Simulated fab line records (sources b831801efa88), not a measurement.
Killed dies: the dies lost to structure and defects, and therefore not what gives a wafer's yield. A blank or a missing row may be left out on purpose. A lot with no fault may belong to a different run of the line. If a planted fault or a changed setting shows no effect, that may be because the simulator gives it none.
Problem report in the 8D (eight disciplines) form, filled by code -- flow sfq line -- the parts of the form that need people (team, actions taken, sign-off) are left out

== 1. PROBLEM STATEMENT ==
At SFQ_TRILAYER_C5_LITHO_EXPOSE_152, exposure dose mJ cm2 averages 22.331 over 9 wafers from 3 lots, while fault-free wafers read 21.301, standard deviation 0.023. Measured from the usual mean, that is +45 standard deviations.
The step: exposes mask C5, target cd 500 nm.
The first sign was on wafer L259.2 at day 68 20:47, on krf scanner-01. The record holds 21 wafers of 7 lots with a number at this step. The rule behind "out" and "out of limits": a value lying over 4 standard deviations away from the usual mean. Any other wafer with a number is counted as sound.

== 2. WHAT IT IS, AND WHAT IT ISN'T ==
question,is,is not
which readings at this step,exposure dose mJ cm2,-
which lots,"L259, L260, L265","L256, L258, L275, L277"
which wafers of those lots,all that have a number,-
read on which tools,krf scanner-01,krf scanner-02
when,from day 68 20:47,"up to then (6 sound wafers); but 6 sound wafers of L275, L277 came after"

== 3. SUSPECTS, AND WHAT RULES EACH OUT ==
Counting: any tool at a process step up to the reading is kept as a suspect provided that every lot that is out went through it and no sound lot did after the first of them.
- krf scanner-01 at SFQ_TRILAYER_C5_LITHO_EXPOSE_152 (exposes mask C5, target cd 500 nm): kept. Every lot that is out went through it, starting with L259 (day 68 20:47), and after that it ran no sound lot; the last sound lot it ran before then is L258 (day 68 15:07). Its own exposure dose mJ cm2 readings are out on those wafers.
After counting, what remains is krf scanner-01 at SFQ_TRILAYER_C5_LITHO_EXPOSE_152.

== 4. THE CAUSE (what the simulator had put in) ==
Process parameter drift: krf scanner-01, from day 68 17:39 on, at SFQ_TRILAYER_C5_LITHO_EXPOSE_152. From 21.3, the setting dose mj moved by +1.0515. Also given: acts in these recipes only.
After counting, this tool was the only one left.

== 5. THE CHAIN OF EFFECTS, in route order ==
One row per reading whose mean, taken over the struck wafers that have a number, lies over 3 standard deviations from the usual. Only readings for which the record gives a usual standard deviation are gone through. hours: the time from each lot's start at the first step in this table that gives one to its start at this step, as a median over the lots. sigmas: the change in usual standard deviations.
hours,step,reading,usual,on struck wafers,change,sigmas
0,SFQ_TRILAYER_C5_LITHO_EXPOSE_152,exposure dose mJ cm2,21.301,22.331,+1.030,+45
Here are the process steps it includes:
- SFQ_TRILAYER_C5_LITHO_EXPOSE_152: exposes mask C5, target cd 500 nm.
Later measuring or inspecting steps at which every struck wafer that the step has a row for has a number for every such reading, and none has moved that far: SFQ_C5_OVL_MEAS_937.

== 6. HOW IT WOULD HAVE BEEN CAUGHT EARLIER ==
3 hours passed between the start of the fault at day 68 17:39 and the first reading out of limits in this record, taken at day 68 20:47.
